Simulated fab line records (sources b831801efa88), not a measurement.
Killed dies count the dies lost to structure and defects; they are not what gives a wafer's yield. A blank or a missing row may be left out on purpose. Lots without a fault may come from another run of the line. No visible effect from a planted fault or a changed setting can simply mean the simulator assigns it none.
One fault through the eyes of 2 desks || flow gf180mcu || numbers are kept per desk, each desk with only its own; the story behind them comes last

THE METROLOGY DESK
What the gauges read for every lot (on any tool): the sampled wafers with a number, averaged. Marked OUT: a lot whose mean sits more than 4 standard deviations from the usual mean, which makes it out of limits; the brackets give that distance.
Columns: A = VT_IMPLANT_2_TW at GF_VT_IMPLANT_TW_MEAS_21, usual 1226; B = VT_IMPLANT_03_OVL at GF_VT_IMPLANT_OVL_MEAS_40, usual 0.1 nm; C = NWELL_RS at GF_VT_IMPLANT_RS_MEAS_47, usual 487.3 ohm/sq
{"lot": "L912", "first seen here": "day 6 03:42", "A": 1226, "B": 1.0, "C": 488.2}
{"lot": "L914", "first seen here": "day 6 17:55", "A": 1219, "B": 0.7, "C": 490.9}
{"lot": "L915", "first seen here": "day 7 05:25", "A": 1238, "B": 2.1, "C": 486.8}
{"lot": "L916", "first seen here": "day 7 15:34", "A": 1236, "B": -0.3, "C": 485.3}
{"lot": "L917", "first seen here": "day 7 16:17", "A": 1224, "B": 0.3, "C": 489.2}
{"lot": "L918", "first seen here": "day 7 20:18", "A": 1224, "B": -1.9, "C": 487.0}
{"lot": "L921", "first seen here": "day 8 20:06", "A": 1215, "B": 1.8, "C": 486.3}
{"lot": "L923", "first seen here": "day 9 02:14", "A": 1226, "B": -0.0, "C": 488.1}
{"lot": "L927", "first seen here": "day 10 05:29", "A": "1090 (-21) OUT", "B": 1.0, "C": 487.8}
{"lot": "L928", "first seen here": "day 10 13:14", "A": "1101 (-19) OUT", "B": 0.8, "C": 486.3}
{"lot": "L929", "first seen here": "day 10 19:10", "A": 1224, "B": 0.9, "C": 486.5}
{"lot": "L931", "first seen here": "day 11 07:19", "A": 1225, "B": -2.0, "C": 486.7}
{"lot": "L935", "first seen here": "day 12 13:36", "A": 1222, "B": 1.4, "C": 487.3}
This desk finds L927, L928 out of limits, with the earliest case on L927 at day 10 05:29 (VT_IMPLANT_2_TW at GF_VT_IMPLANT_TW_MEAS_21). In limits: L912, L914, L915, L916, L917, L918, L921, L923, L929, L931, L935.

AT THE TOOL OWNER'S DESK: implanter-02
The tool's own readings at GF_VT_IMPLANT_IMPLANT_19: means of the sampled wafers that have a number, for each lot that ran on this tool. Marked OUT: a lot whose mean sits more than 4 standard deviations from the usual mean, which makes it out of limits; the brackets give that distance.
Columns: A = tilt-deg at GF_VT_IMPLANT_IMPLANT_19, usual 7.000 degrees
{"lot": "L917", "first seen here": "day 7 16:02", "A": 7.009}
{"lot": "L918", "first seen here": "day 7 20:03", "A": 6.993}
{"lot": "L927", "first seen here": "day 10 05:16", "A": "0.030 (-99 or more) OUT"}
{"lot": "L928", "first seen here": "day 10 12:59", "A": "0.017 (-99 or more) OUT"}
This desk's verdict: out of limits on L927, L928, starting with L927 at day 10 05:16 (tilt-deg at GF_VT_IMPLANT_IMPLANT_19). In limits: L917, L918.

PUT TOGETHER
The tool owner's desk could have raised an alarm at day 10 05:16, on L927, L928.
On L927, L928, the metrology desk was in a position to raise an alarm at day 10 05:29.
Of the lots named, all ran GF_VT_IMPLANT_IMPLANT_19 on implanter-02.

WHAT THE SIMULATOR HAD PUT IN
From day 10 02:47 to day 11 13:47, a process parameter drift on implanter-02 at GF_VT_IMPLANT_IMPLANT_19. The setting tilt-deg was moved by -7, starting from 7. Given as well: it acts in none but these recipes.
Lots struck among those shown: L927, L928.
Counting hours from when the fault started, the first reading out of limits came at 2 for the tool owner's desk and at 3 for the metrology desk.
